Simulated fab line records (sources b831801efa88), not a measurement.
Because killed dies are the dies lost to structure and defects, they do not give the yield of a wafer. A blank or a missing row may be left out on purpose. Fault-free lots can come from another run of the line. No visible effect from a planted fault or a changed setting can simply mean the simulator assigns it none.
Which tool did it? ; flow gf180mcu ; 15 lots (45 wafers sampled), 1 step of a 602-step route

## WHAT EACH GAUGE READ, for each wafer
GF_V1_THK_MEAS_25: measures by xrf. Usual: V1_W_THK gives 353 nm (standard deviation 7).
lot;measured;on;V1_W_THK (nm);flag
L800;day 18 00:04;film metro-04;344 354 344;
L801;day 18 14:56;film metro-04;355 350 356;
L802;day 18 23:22;film metro-03;362 359 361;
L803;day 19 08:26;film metro-04;353 345 347;
L805;day 20 07:11;film metro-03;353 343 355;
L807;day 21 02:06;film metro-04;365 362 353;
L809;day 21 22:29;film metro-04;346 344 344;
L812;day 22 15:34;film metro-04;345 356 348;
L813;day 23 02:21;film metro-03;356 350 358;
L816;day 24 04:11;film metro-02;355 365 355;
L817;day 24 10:02;film metro-04;352 347 336;
L818;day 24 21:27;film metro-04;339 349 341;
L820;day 25 09:17;film metro-03;360 352 359;
L819;day 25 10:17;film metro-02;362 354 362;
L821;day 25 21:55;film metro-04;351 345 340;

## EACH LOT AND THE TOOL THAT RAN IT (in order: tool; ch and the chambers of the sampled wafers; start)
Record: no process step prior to these readings.

## AS READ BY THE TOOLS THEMSELVES (means over the sampled wafers that have a number; for cases with no such wafer, the mark the record gives instead)
The record holds no such reading with a usual standard deviation.

## THE ANSWER, worked out from the rows above alone
Rule: lot off if the mean of its wafers having a number is beyond 3 standard deviations from the usual mean. A lot without any number at a reading at which 4 lots or more have one is off too. All remaining lots with rows at the step are treated as sound. First the gauges in route order, then the tools' own readings, where a lot's mean is used as printed above. At the first step where some lot is off, the reading lying furthest off is the one used; lots without a number count as furthest.
No lot is off on any of the readings shown, so nothing can be concluded from this.

## WHAT THE SIMULATOR HAD PUT IN
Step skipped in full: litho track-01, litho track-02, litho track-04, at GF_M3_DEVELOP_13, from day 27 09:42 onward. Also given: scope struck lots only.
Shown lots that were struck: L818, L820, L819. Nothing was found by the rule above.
